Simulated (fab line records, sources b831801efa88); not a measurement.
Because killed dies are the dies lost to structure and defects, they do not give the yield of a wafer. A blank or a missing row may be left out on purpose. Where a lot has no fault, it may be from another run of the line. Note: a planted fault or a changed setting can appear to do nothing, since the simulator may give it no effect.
fab line records    flow sky130
[record] lots = 13  wafers = 39  last-day = 50
route steps=708 shown CONTACT@421 METAL1@438 PAD_OPEN@708
lots that met no fault: taken from a fault-free run of the same line
start-h: hours from the record's first day to the start of the lot's first wafer shown    wait-h: time in hours since the lot's previous step    " repeats the value in the row above    L1.1+2: one row covering several wafers at once    - no value present, or no start provided    * or withheld: withheld    < > ~ a bound
route shown NAME@n: a module of which the file shows steps, and the number in the route of the first    usual: mean/standard deviation taken from wafers without a fault    same: alike in all rows    chamber/n: place in a boat    sites: readings site by site    _std_site: standard deviation across them    _edge_site: mean of outer sites minus mean of inner sites    radius-mm: for every site, how far away it sits from the centre of the wafer    mask NAME#n: copy n    behind: the most recent tool/chamber to have shaped the wafer    hold: the reason the lot was held/the length of the hold in hours/how it ended    device: names the non-switching transistor (n, p or np)    end of line: the tests these same wafers got at the end of their route    for a step that has no rows: nothing shown but its recipe    killed: count of dies lost to structure and defects at first sort (not the wafer's yield)    map: the dies of a wafer, with x for killed, . for not killed, _ for no die there
set.NAME: the setting the step ran with; set.NAME@STEP: the setting that earlier step ran with    model.NAME: the simulator's own value behind a step, which no gauge read
a sample of lots followed through the steps of the route, with each step as a table and each wafer as a row
services: when a tool's chamber went out of use (start-h, in hours from the record's first day, below 0 if earlier), for how many hours, and the reason
[[steps]]
[step SKY_CONTACT_OVL_MEAS_15]
[usual] CONTACT_OVL = 1/4.2
lot.wafer  tool        chamber  start-h  wait-h  CONTACT_OVL[nm]
L159.1     overlay-02  -        740.03   0.1     -2
L159.3     "           -        "        "       -1
L159.6     "           -        "        "       2
L160.1     overlay-02  -        745.22   0.1     0
L160.4     "           -        "        "       0
L160.5     "           -        "        "       1
L161.1     overlay-01  -        755.32   0.1     0
L161.2     "           -        "        "       1
L161.4     "           -        "        "       3
L163.1     overlay-01  -        763.58   0.1     1
L163.3     "           -        "        "       4
L163.6     "           -        "        "       5
L166.1     overlay-02  -        796.85   0.1     -2
L166.4     "           -        "        "       0
L166.5     "           -        "        "       0
L169.2     overlay-01  -        821.98   0.1     2
L169.4     "           -        "        "       -4
L169.6     "           -        "        "       -5
L174.3     overlay-01  -        858.93   0.1     -2
L174.4     "           -        "        "       0
L174.5     "           -        "        "       -4
L176.2     overlay-02  -        870.10   0.1     0
L176.4     "           -        "        "       0
L176.6     "           -        "        "       -7
L177.1     overlay-01  -        883.15   0.1     5
L177.4     "           -        "        "       3
L177.5     "           -        "        "       7
L178.2     overlay-01  -        891.08   0.1     8
L178.3     "           -        "        "       1
L178.5     "           -        "        "       -1
L182.1     overlay-02  -        911.72   0.1     8
L182.4     "           -        "        "       4
L182.5     "           -        "        "       7
L180.2     overlay-02  -        912.75   0.1     1
L180.4     "           -        "        "       0
L180.5     "           -        "        "       -1
L181.1     overlay-01  -        914.98   0.1     1
L181.2     "           -        "        "       4
L181.3     "           -        "        "       3
[step SKY_CONTACT_STRIP_19]
[recipe] chemistry = O2/N2  power-w = 1400  pressure-mtorr = 1500  platen-temp-c = withheld  o2-flow-sccm = 3000  n2-flow-sccm = 300  overash-fraction = 0.5
[usual] chamber-pressure-mTorr = 1500.0/1.3  drypump-motor-current-A = 5.7/0.51  oes-product-au = 0.381/0.0043  strip-time-to-endpoint-s = 3.632/0.029
lot.wafer  tool             chamber  start-h  wait-h  chamber-pressure-mTorr  drypump-motor-current-A  oes-product-au  rf-hours-counter-h  strip-time-to-endpoint-s
L159.1     plasma-asher-04  0        740.19   -       1500.3                  6.6                      0.380           62                  3.599
L159.3     "                0        "        "       1500.4                  6.6                      0.382           -                   3.654
L159.6     "                0        "        "       1500.6                  6.6                      0.382           -                   3.671
L160.1     plasma-asher-03  0        745.39   -       1499.0                  5.3                      0.379           0                   3.689
L160.4     "                1        "        "       1500.9                  5.2                      0.380           -                   3.654
L160.5     "                1        "        "       1498.0                  5.2                      0.378           -                   3.696
L161.1     plasma-asher-04  0        755.49   -       1501.6                  6.6                      0.369           64                  3.624
L161.2     "                1        "        "       1500.4                  5.5                      0.379           64                  3.650
L161.4     "                1        "        "       1500.2                  5.5                      0.374           -                   3.610
L163.1     plasma-asher-04  0        763.74   -       1498.9                  6.6                      0.385           65                  3.646
L163.3     "                0        "        "       1497.3                  6.6                      0.379           -                   3.610
L163.6     "                1        "        "       1498.1                  5.5                      0.376           -                   3.671
L166.1     plasma-asher-04  0        797.02   -       1501.8                  6.6                      0.378           68                  3.684
L166.4     "                1        "        "       1499.9                  5.5                      0.376           -                   3.615
L166.5     "                1        "        "       1500.9                  5.5                      0.374           -                   3.602
L169.2     plasma-asher-04  1        822.14   -       1500.4                  5.4                      0.381           70                  3.620
L169.4     "                1        "        "       1499.6                  5.4                      0.385           -                   3.654
L169.6     "                1        "        "       1499.4                  5.5                      0.387           -                   3.666
L174.3     plasma-asher-03  1        859.12   -       1499.6                  5.3                      0.386           -                   3.613
L174.4     "                0        "        "       1500.8                  5.3                      0.380           -                   3.597
L174.5     "                0        "        "       1500.7                  5.3                      0.381           -                   3.599
L176.2     plasma-asher-04  0        870.27   -       -                       -                        -               -                   -
L176.4     "                1        "        "       -                       -                        -               -                   -
L176.6     "                0        "        "       -                       -                        -               -                   -
L177.1     plasma-asher-04  0        883.32   -       -                       -                        -               -                   -
L177.4     "                0        "        "       -                       -                        -               -                   -
L177.5     "                1        "        "       -                       -                        -               -                   -
L178.2     plasma-asher-03  0        891.24   -       1500.9                  5.3                      0.385           14                  3.645
L178.3     "                1        "        "       1501.5                  5.2                      0.382           -                   3.596
L178.5     "                1        "        "       1502.3                  5.2                      0.382           -                   3.644
L182.1     plasma-asher-01  0        911.89   -       1499.9                  6.1                      0.384           48                  3.631
L182.4     "                1        "        "       1501.0                  5.7                      0.383           -                   3.628
L182.5     "                0        "        "       1498.7                  6.1                      0.383           -                   3.656
L180.2     plasma-asher-03  1        912.92   -       1499.4                  5.3                      0.378           17                  3.662
L180.4     "                0        "        "       1498.3                  5.3                      0.386           -                   3.641
L180.5     "                1        "        "       1499.8                  5.2                      0.383           -                   3.629
L181.1     plasma-asher-01  1        915.15   -       1500.6                  5.7                      0.376           48                  3.586
L181.2     "                0        "        "       1500.1                  6.1                      0.381           48                  3.666
L181.3     "                0        "        "       1501.3                  6.1                      0.377           -                   3.630
[step SKY_CONTACT_CMP_27]
[recipe] stop-on = SiO2  t-overpolish-s = 15  down-force-psi = 3.5  platen-rpm = 60  target-thk-nm = 0  pad-velocity-m-s = 0.94248
[usual] motor-current-A = 11.0/0.63  overpolish-run-s = 15.001/0.0096  time-to-endpoint-s = 83/4.1
lot.wafer  tool    chamber  start-h  wait-h  motor-current-A  overpolish-run-s  time-to-endpoint-s
L159.3     cmp-01  1        741.25   0.1     10.1             14.983            85
L159.1     "       2        "        "       11.3             15.002            88
L159.6     "       3        "        "       10.6             14.994            91
L160.1     cmp-02  1        746.40   0.1     10.8             15.005            82
L160.4     "       2        "        "       11.7             15.003            83
L160.5     "       0        "        "       10.6             15.001            87
L161.1     cmp-02  0        756.44   0.1     10.9             15.004            81
L161.2     "       1        "        "       10.5             15.003            82
L161.4     "       2        "        "       11.1             14.987            82
L163.1     cmp-01  2        764.72   0.1     11.6             14.988            86
L163.3     "       3        "        "       10.6             15.010            83
L163.6     "       2        "        "       11.4             14.998            85
L166.4     cmp-02  1        798.01   0.0     10.6             14.990            80
L166.1     "       0        "        "       10.9             15.002            85
L166.5     "       2        "        "       12.0             15.002            79
L169.2     cmp-02  0        824.34   0.0     10.5             14.999            82
L169.4     "       3        "        "       11.0             15.005            73
L169.6     "       1        "        "       11.2             15.011            81
L174.3     cmp-01  1        860.13   0.0     9.9              15.019            83
L174.4     "       3        "        "       10.8             15.018            78
L174.5     "       1        "        "       10.3             14.989            77
L176.2     cmp-01  1        871.26   0.1     10.2             15.007            77
L176.4     "       2        "        "       11.9             14.992            79
L176.6     "       0        "        "       11.7             15.019            87
L177.4     cmp-02  0        884.26   0.0     10.8             15.007            87
L177.1     "       3        "        "       10.9             15.007            80
L177.5     "       1        "        "       10.5             15.008            83
L178.2     cmp-02  2        892.18   0.0     11.4             15.009            76
L178.3     "       1        "        "       10.6             15.006            82
L178.5     "       2        "        "       11.6             15.000            78
L182.4     cmp-01  0        912.86   0.0     11.2             15.010            91
L182.1     "       3        "        "       11.4             15.002            82
L182.5     "       1        "        "       9.8              14.998            81
L180.4     cmp-01  2        913.91   0.1     12.1             14.995            86
L180.2     "       3        "        "       11.3             14.982            77
L180.5     "       1        "        "       10.2             14.985            82
L181.3     cmp-02  0        916.14   0.1     10.3             14.982            92
L181.1     "       1        "        "       11.3             15.006            89
L181.2     "       2        "        "       11.4             15.000            85
[step SKY_METAL1_SPUTTER_04]
[recipe] material = TiN  target-thk-nm = 70  power-w = 6500  time-s = 58.3  chamber-pressure-pa = 0.4
[usual] throttle-valve-pct = 29.8/1.2
lot.wafer  tool            chamber  start-h  wait-h  throttle-valve-pct
L159.1     pvd-sputter-03  -        741.55   0.0     29.1
L159.3     "               -        "        "       29.8
L159.6     "               -        "        "       30.0
L160.1     pvd-sputter-02  -        746.74   0.0     29.9
L160.4     "               -        "        "       30.8
L160.5     "               -        "        "       27.7
L161.1     pvd-sputter-03  -        756.83   0.0     30.3
L161.2     "               -        "        "       28.8
L161.4     "               -        "        "       30.3
L163.1     pvd-sputter-01  -        765.11   0.0     32.3
L163.3     "               -        "        "       30.0
L163.6     "               -        "        "       30.0
L166.1     pvd-sputter-03  -        798.40   0.0     30.1
L166.4     "               -        "        "       28.7
L166.5     "               -        "        "       30.0
L169.2     pvd-sputter-03  -        824.73   0.0     29.1
L169.4     "               -        "        "       30.0
L169.6     "               -        "        "       29.2
L174.3     pvd-sputter-03  -        860.52   0.0     30.1
L174.4     "               -        "        "       30.3
L174.5     "               -        "        "       28.8
L178.2     pvd-sputter-02  -        892.57   0.0     27.5
L178.3     "               -        "        "       30.0
L178.5     "               -        "        "       29.8
L182.1     pvd-sputter-01  -        913.25   0.0     32.5
L182.4     "               -        "        "       30.2
L182.5     "               -        "        "       28.4
L180.2     pvd-sputter-02  -        914.25   0.0     29.9
L180.4     "               -        "        "       31.1
L180.5     "               -        "        "       27.4
L181.1     pvd-sputter-01  -        916.48   0.0     28.1
L181.2     "               -        "        "       32.3
L181.3     "               -        "        "       30.1
[step SKY_PAD_OPEN_PROBE_99]
[usual] killed_at_M0_to_M3 = 43/6.7  killed_at_M4_up = 3.1/1.9  killed-at-contacts = 25/5  killed-at-front-end = 15/4  killed-at-other = 0.4/0.69  killed-dies = 87/9.2  killed-on-rim = 17/3.6  killed-open = 46/7.1  killed-short = 40/6.8
[same] gross-dies = 492  killed-at-back-side = 0
lot.wafer  tool       chamber  start-h  wait-h  killed_at_M0_to_M3  killed_at_M4_up  killed-at-contacts  killed-at-front-end  killed-at-other  killed-dies  killed-on-rim  killed-open  killed-short
L159.1     prober-01  -        1080.35  0.1     42                  6                19                  13                   0                80           16             35           45
L159.3     prober-01  -        1080.45  0.2     42                  0                21                  20                   1                84           20             38           46
L159.6     prober-01  -        1080.60  0.2     47                  5                26                  12                   5                95           19             47           45
L160.1     prober-02  -        1089.01  0.1     43                  4                22                  18                   0                87           20             48           38
L160.4     prober-02  -        1089.16  0.2     48                  5                31                  20                   0                104          19             58           46
L160.5     prober-02  -        1089.21  0.2     38                  3                22                  14                   0                77           16             42           35
L161.1     prober-01  -        1092.52  0.1     44                  1                24                  24                   0                93           18             46           47
L161.2     prober-01  -        1092.57  0.1     52                  5                23                  15                   0                95           22             47           48
L161.4     prober-01  -        1092.67  0.2     53                  9                27                  17                   1                107          13             46           61
L163.1     prober-02  -        1098.24  0.1     45                  1                19                  18                   0                83           18             46           37
L163.3     prober-02  -        1098.34  0.2     48                  5                30                  17                   1                101          18             61           39
L163.6     prober-02  -        1098.49  0.2     52                  2                28                  21                   0                103          19             59           44
L166.1     prober-02  -        1124.52  0.1     54                  3                26                  12                   1                96           20             55           41
L166.4     prober-02  -        1124.67  0.2     38                  5                27                  17                   0                87           17             48           39
L166.5     prober-02  -        1124.72  0.2     34                  4                29                  14                   0                81           20             57           24
L169.2     prober-01  -        1141.37  0.1     38                  9                20                  19                   0                86           16             47           37
L169.4     prober-01  -        1141.47  0.2     59                  4                22                  14                   0                99           19             54           44
L169.6     prober-01  -        1141.57  0.2     43                  0                29                  15                   0                87           18             52           34
L174.3     prober-02  -        1168.77  0.2     50                  4                16                  19                   1                90           15             44           44
L174.4     prober-02  -        1168.82  0.2     55                  4                20                  15                   1                95           19             58           36
L174.5     prober-02  -        1168.87  0.2     42                  2                26                  8                    0                78           10             43           33
L176.2     prober-01  -        1175.62  0.1     58                  5                418                 11                   0                492          96             55           48
L176.4     prober-01  -        1175.72  0.2     49                  5                420                 17                   1                492          96             39           60
L176.6     prober-01  -        1175.82  0.2     47                  3                434                 8                    0                492          96             45           32
L177.1     prober-01  -        1183.97  0.1     38                  0                443                 11                   0                492          96             54           26
L177.4     prober-01  -        1184.12  0.2     45                  4                430                 13                   0                492          96             43           46
L177.5     prober-01  -        1184.17  0.2     37                  1                442                 11                   1                492          96             46           30
L178.2     prober-02  -        1190.81  0.1     41                  1                28                  15                   1                86           18             45           41
L178.3     prober-02  -        1190.86  0.2     43                  4                23                  8                    0                78           12             46           32
L178.5     prober-02  -        1190.96  0.2     43                  4                27                  14                   0                88           24             53           34
L180.2     prober-02  -        1203.16  0.1     43                  1                27                  23                   0                94           19             48           46
L180.4     prober-02  -        1203.26  0.2     48                  1                23                  12                   0                84           17             53           31
L180.5     prober-02  -        1203.31  0.2     41                  5                22                  15                   0                83           13             49           33
L182.1     prober-01  -        1204.61  0.1     51                  3                31                  14                   0                99           18             46           53
L182.4     prober-01  -        1204.76  0.2     38                  1                22                  10                   0                71           17             37           34
L182.5     prober-01  -        1204.81  0.2     37                  2                33                  18                   1                91           13             47           44
L181.1     prober-02  -        1206.17  0.1     37                  1                22                  12                   0                72           12             41           31
L181.2     prober-02  -        1206.22  0.1     37                  2                28                  12                   0                79           10             47           32
L181.3     prober-02  -        1206.27  0.2     35                  6                28                  11                   0                80           21             36           44
// killed by level:class
L159.1 METAL1:geometric-particle:short=9 LOCAL_INTERCONNECT:geometric-particle:short=7 VIA2:geometric-particle:open=6 VIA3:geometric-particle:open=6 METAL4:geometric-particle:short=5 CONTACT:geometric-particle:open=5 METAL2:geometric-particle:short=5 LI_CONTACT:geometric-particle:open=4
L159.3 VIA2:geometric-particle:open=8 LI_CONTACT:geometric-particle:open=7 LOCAL_INTERCONNECT:geometric-particle:short=7 METAL1:geometric-particle:short=7 POLY_GATE:geometric-particle:short=5 VIA1:geometric-particle:open=5 METAL2:geometric-particle:short=5 FIELD_ISO:geometric-particle:short=4
L159.6 VIA3:geometric-particle:open=13 CONTACT:geometric-particle:open=10 VIA1:geometric-particle:open=10 LOCAL_INTERCONNECT:geometric-particle:short=7 METAL2:geometric-particle:short=6 FIELD_ISO:geometric-particle:short=4 LI_CONTACT:geometric-particle:short=4 METAL1:geometric-particle:short=4
L160.1 VIA2:geometric-particle:open=9 CONTACT:geometric-particle:open=8 FIELD_ISO:geometric-particle:open=7 CONTACT:geometric-particle:short=7 VIA1:geometric-particle:open=7 METAL2:geometric-particle:short=6 METAL1:geometric-particle:short=5 POLY_GATE:geometric-particle:open=4
L160.4 VIA1:geometric-particle:open=11 CONTACT:geometric-particle:open=11 LI_CONTACT:geometric-particle:open=8 CONTACT:geometric-particle:short=7 VIA3:geometric-particle:open=7 POLY_GATE:geometric-particle:open=6 VIA1:geometric-particle:short=6 VIA3:geometric-particle:short=6
L160.5 LI_CONTACT:geometric-particle:open=9 METAL1:geometric-particle:short=6 VIA1:geometric-particle:open=6 CONTACT:geometric-particle:open=5 VIA3:geometric-particle:open=5 POLY_GATE:geometric-particle:open=4 VIA2:geometric-particle:open=4 VIA2:geometric-particle:short=4
L161.1 VIA1:geometric-particle:open=9 LOCAL_INTERCONNECT:geometric-particle:short=7 VIA2:geometric-particle:open=7 VIA1:geometric-particle:short=6 LI_CONTACT:geometric-particle:open=5 FIELD_ISO:geometric-particle:short=5 POLY_GATE:geometric-particle:open=5 CONTACT:geometric-particle:open=5
L161.2 METAL1:geometric-particle:short=10 VIA1:geometric-particle:open=10 VIA3:geometric-particle:open=9 LOCAL_INTERCONNECT:geometric-particle:short=7 CONTACT:geometric-particle:open=6 METAL3:geometric-particle:short=5 CONTACT:geometric-particle:short=5 POLY_GATE:geometric-particle:open=4
L161.4 FIELD_ISO:geometric-particle:short=8 VIA1:geometric-particle:short=8 CONTACT:geometric-particle:open=7 LI_CONTACT:geometric-particle:open=7 LOCAL_INTERCONNECT:geometric-particle:short=7 VIA1:geometric-particle:open=7 VIA3:geometric-particle:open=7 METAL1:geometric-particle:short=6
L163.1 VIA1:geometric-particle:open=9 VIA3:geometric-particle:open=8 CONTACT:geometric-particle:open=7 POLY_GATE:geometric-particle:short=6 FIELD_ISO:geometric-particle:short=5 LI_CONTACT:geometric-particle:open=5 METAL1:geometric-particle:short=5 VIA1:geometric-particle:short=5
L163.3 CONTACT:geometric-particle:open=14 VIA1:geometric-particle:open=13 POLY_GATE:geometric-particle:open=6 LI_CONTACT:geometric-particle:open=6 LOCAL_INTERCONNECT:geometric-particle:short=5 VIA2:geometric-particle:open=5 VIA1:geometric-particle:short=5 VIA2:geometric-particle:short=5
L163.6 VIA1:geometric-particle:open=16 LI_CONTACT:geometric-particle:open=10 CONTACT:geometric-particle:open=10 FIELD_ISO:geometric-particle:short=9 VIA1:geometric-particle:short=7 VIA3:geometric-particle:open=6 METAL1:geometric-particle:short=5 VIA2:geometric-particle:open=5
L166.1 VIA1:geometric-particle:open=15 LI_CONTACT:geometric-particle:open=10 CONTACT:geometric-particle:open=9 VIA2:geometric-particle:open=9 VIA1:geometric-particle:short=7 METAL2:geometric-particle:short=6 VIA3:geometric-particle:open=5 POLY_GATE:geometric-particle:open=4
L166.4 VIA1:geometric-particle:open=10 FIELD_ISO:geometric-particle:short=8 CONTACT:geometric-particle:open=8 VIA2:geometric-particle:open=8 LI_CONTACT:geometric-particle:open=7 LI_CONTACT:geometric-particle:short=6 CONTACT:geometric-particle:short=6 METAL2:geometric-particle:short=6
L166.5 VIA2:geometric-particle:open=11 LI_CONTACT:geometric-particle:open=10 CONTACT:geometric-particle:open=10 VIA1:geometric-particle:open=9 POLY_GATE:geometric-particle:open=5 LI_CONTACT:geometric-particle:short=5 VIA3:geometric-particle:open=5 FIELD_ISO:geometric-particle:short=4
L169.2 VIA1:geometric-particle:open=10 VIA3:geometric-particle:open=8 CONTACT:geometric-particle:open=6 POLY_GATE:geometric-particle:short=5 VIA1:geometric-particle:short=5 METAL2:geometric-particle:short=5 FIELD_ISO:geometric-particle:short=4 POLY_GATE:geometric-particle:open=4
L169.4 VIA1:geometric-particle:open=14 VIA3:geometric-particle:open=10 METAL1:geometric-particle:short=8 LI_CONTACT:geometric-particle:open=7 CONTACT:geometric-particle:open=7 METAL2:geometric-particle:short=7 VIA3:geometric-particle:short=6 FIELD_ISO:geometric-particle:open=4
L169.6 CONTACT:geometric-particle:open=12 VIA1:geometric-particle:open=8 VIA3:geometric-particle:open=8 METAL2:geometric-particle:short=7 LI_CONTACT:geometric-particle:open=6 VIA2:geometric-particle:open=6 POLY_GATE:geometric-particle:open=5 CONTACT:geometric-particle:short=5
L174.3 VIA1:geometric-particle:open=10 VIA3:geometric-particle:open=7 METAL1:geometric-particle:short=6 VIA2:geometric-particle:open=6 FIELD_ISO:geometric-particle:open=5 METAL2:geometric-particle:short=5 VIA1:geometric-particle:short=5 FIELD_ISO:geometric-particle:short=4
L174.4 VIA1:geometric-particle:open=18 VIA2:geometric-particle:open=6 METAL1:geometric-particle:short=6 VIA3:geometric-particle:open=6 POLY_GATE:geometric-particle:open=5 LOCAL_INTERCONNECT:geometric-particle:short=5 METAL2:geometric-particle:short=5 LI_CONTACT:geometric-particle:open=4
L174.5 VIA1:geometric-particle:open=12 CONTACT:geometric-particle:open=9 VIA2:geometric-particle:open=9 VIA1:geometric-particle:short=6 LOCAL_INTERCONNECT:geometric-particle:short=5 LI_CONTACT:geometric-particle:short=4 METAL1:geometric-particle:short=4 VIA2:geometric-particle:short=4
L176.2 CONTACT:area-sputter=389 CONTACT:geometric-particle:open=12 VIA1:geometric-particle:short=11 VIA1:geometric-particle:open=10 VIA3:geometric-particle:open=8 LI_CONTACT:geometric-particle:open=7 METAL2:geometric-particle:short=7 VIA2:geometric-particle:open=7
L176.4 CONTACT:area-sputter=393 VIA1:geometric-particle:open=12 METAL2:geometric-particle:short=9 LI_CONTACT:geometric-particle:open=8 CONTACT:geometric-particle:open=8 FIELD_ISO:geometric-particle:short=6 POLY_GATE:geometric-particle:short=6 VIA1:geometric-particle:short=6
L176.6 CONTACT:area-sputter=415 VIA3:geometric-particle:open=8 VIA2:geometric-particle:open=8 CONTACT:geometric-particle:open=7 VIA1:geometric-particle:open=7 METAL1:geometric-particle:short=6 VIA1:geometric-particle:short=4 LI_CONTACT:geometric-particle:open=4
L177.1 CONTACT:area-sputter=410 VIA1:geometric-particle:open=13 LI_CONTACT:geometric-particle:open=12 CONTACT:geometric-particle:open=11 VIA3:geometric-particle:open=6 METAL1:geometric-particle:short=6 CONTACT:geometric-particle:short=5 VIA2:geometric-particle:open=5
L177.4 CONTACT:area-sputter=402 LI_CONTACT:geometric-particle:open=9 VIA1:geometric-particle:open=8 VIA3:geometric-particle:open=8 METAL2:geometric-particle:short=8 CONTACT:geometric-particle:open=7 SPACER:geometric-particle:short=4 LOCAL_INTERCONNECT:geometric-particle:short=4
L177.5 CONTACT:area-sputter=416 CONTACT:geometric-particle:open=12 VIA3:geometric-particle:open=10 METAL1:geometric-particle:short=8 LI_CONTACT:geometric-particle:open=7 VIA2:geometric-particle:open=5 FIELD_ISO:geometric-particle:open=4 CONTACT:geometric-particle:short=4
L178.2 CONTACT:geometric-particle:open=12 VIA1:geometric-particle:open=10 METAL1:geometric-particle:short=8 VIA1:geometric-particle:short=7 POLY_GATE:geometric-particle:open=6 LI_CONTACT:geometric-particle:short=4 LI_CONTACT:geometric-particle:open=4 LOCAL_INTERCONNECT:geometric-particle:short=4
L178.3 VIA2:geometric-particle:open=10 VIA1:geometric-particle:open=8 LI_CONTACT:geometric-particle:open=7 VIA3:geometric-particle:open=6 CONTACT:geometric-particle:open=5 CONTACT:geometric-particle:short=5 VIA2:geometric-particle:short=5 POLY_GATE:geometric-particle:open=3
L178.5 VIA1:geometric-particle:open=11 VIA3:geometric-particle:open=10 CONTACT:geometric-particle:open=9 LI_CONTACT:geometric-particle:open=8 VIA1:geometric-particle:short=5 FIELD_ISO:geometric-particle:open=4 CONTACT:geometric-particle:short=4 VIA2:geometric-particle:open=4
L180.2 VIA1:geometric-particle:open=11 LOCAL_INTERCONNECT:geometric-particle:short=7 CONTACT:geometric-particle:open=7 METAL2:geometric-particle:short=7 VIA2:geometric-particle:open=6 POLY_GATE:geometric-particle:open=5 LI_CONTACT:geometric-particle:open=5 CONTACT:geometric-particle:short=5
L180.4 VIA1:geometric-particle:open=17 LI_CONTACT:geometric-particle:open=8 CONTACT:geometric-particle:open=7 VIA2:geometric-particle:open=7 VIA3:geometric-particle:short=7 VIA3:geometric-particle:open=6 CONTACT:geometric-particle:short=4 VIA2:geometric-particle:short=4
L180.5 CONTACT:geometric-particle:open=9 VIA1:geometric-particle:open=8 VIA3:geometric-particle:open=7 VIA1:geometric-particle:short=6 FIELD_ISO:geometric-particle:open=5 LI_CONTACT:geometric-particle:open=5 METAL2:geometric-particle:short=5 SPACER:geometric-particle:open=4
L182.1 VIA1:geometric-particle:open=14 METAL1:geometric-particle:short=12 CONTACT:geometric-particle:open=10 LI_CONTACT:geometric-particle:open=7 LOCAL_INTERCONNECT:geometric-particle:short=6 CONTACT:geometric-particle:short=5 VIA3:geometric-particle:short=5 VIA1:geometric-particle:short=4
L182.4 METAL1:geometric-particle:short=9 VIA2:geometric-particle:open=5 LI_CONTACT:geometric-particle:short=5 CONTACT:geometric-particle:open=5 VIA1:geometric-particle:open=5 LI_CONTACT:geometric-particle:open=4 CONTACT:geometric-particle:short=4 VIA3:geometric-particle:open=4
L182.5 CONTACT:geometric-particle:open=9 CONTACT:geometric-particle:short=9 VIA1:geometric-particle:open=7 LI_CONTACT:geometric-particle:open=7 POLY_GATE:geometric-particle:open=5 VIA2:geometric-particle:open=5 VIA3:geometric-particle:short=5 FIELD_ISO:geometric-particle:open=4
L181.1 CONTACT:geometric-particle:open=10 VIA2:geometric-particle:open=8 METAL2:geometric-particle:short=8 VIA1:geometric-particle:open=6 LI_CONTACT:geometric-particle:open=5 FIELD_ISO:geometric-particle:open=4 FIELD_ISO:geometric-particle:short=3 POLY_GATE:geometric-particle:open=3
L181.2 CONTACT:geometric-particle:open=11 LI_CONTACT:geometric-particle:open=8 VIA2:geometric-particle:open=8 VIA3:geometric-particle:open=5 METAL1:geometric-particle:short=4 VIA1:geometric-particle:open=4 FIELD_ISO:geometric-particle:short=3 POLY_GATE:geometric-particle:short=3
L181.3 CONTACT:geometric-particle:open=10 METAL1:geometric-particle:short=7 VIA1:geometric-particle:open=7 METAL2:geometric-particle:short=7 LI_CONTACT:geometric-particle:open=6 LI_CONTACT:geometric-particle:short=5 LOCAL_INTERCONNECT:geometric-particle:short=4 VIA2:geometric-particle:short=4
[[services]]
tool             chamber  start-h  hours  kind
plasma-asher-03  -        717.84   0.6    repair
cmp-01           -        719.98   0.8    repair
cmp-01           -        730.58   0.5    repair
plasma-asher-03  -        733.75   9.0    pm
cmp-02           -        736.22   7.1    pm
cmp-01           -        744.00   4.0    pm
plasma-asher-03  -        745.64   1.0    repair
cmp-01           -        748.00   -      consumable-replace:conditioner
cmp-01           -        748.00   -      consumable-replace:pad
pvd-sputter-02   -        753.21   3.8    repair
plasma-asher-04  -        778.82   2.6    repair
pvd-sputter-02   -        783.89   2.0    repair
cmp-02           -        814.45   0.3    repair
pvd-sputter-03   1        815.27   -      consumable-replace:kit
pvd-sputter-03   1        815.27   18.0   scheduled-down
pvd-sputter-02   -        823.24   5.2    repair
plasma-asher-03  -        823.44   1.9    repair
cmp-01           -        854.13   1.8    repair
plasma-asher-01  -        885.40   2.9    repair
cmp-02           -        894.78   14.8   repair
plasma-asher-04  -        905.75   9.4    repair
cmp-02           -        912.00   4.0    pm
cmp-02           -        916.00   -      consumable-replace:conditioner
cmp-02           -        916.00   -      consumable-replace:pad
[[key]]
[first-sign] step = SKY_CONTACT_STRIP_19  reading = tool-record  direction = missing
[effect] step = SKY_PAD_OPEN_PROBE_99  reading = killed-at-contacts  direction = up  sigmas = 82  usual = 25  struck = 431
[more-kills-born-at] SKY_CONTACT_SPUTTER_23@pvd-sputter-01 = 1228  SKY_CONTACT_SPUTTER_23@pvd-sputter-04 = 1197
met-at SKY_CONTACT_STRIP_19
struck-lots L176,L177
later-rows-left-out L176.2,L176.4,L176.6,L177.1,L177.4,L177.5
tester-left-out L176,L177
not-acting-at SKY_CONTACT_OVL_MEAS_15,SKY_CONTACT_CMP_27,SKY_METAL1_SPUTTER_04
onset-between 822.14 870.27
[fault] kind = skipped-step-whole  tool = plasma-asher-04  chamber = -  onset-h = 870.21  steps = SKY_CONTACT_STRIP_19  scope = struck-lots-only
// tester-left-out: of these lots the tester's yield and bins aren't shown, on N5 and GAA mostly nor the transistor test; their killed dies are dies lost to structure and defects alone, not to doping, threshold or leakage, so they don't give the yield
// later-rows-left-out: the simulator's readings of these wafers behind a module that went badly wrong aren't trusted and aren't shown, but for the sort
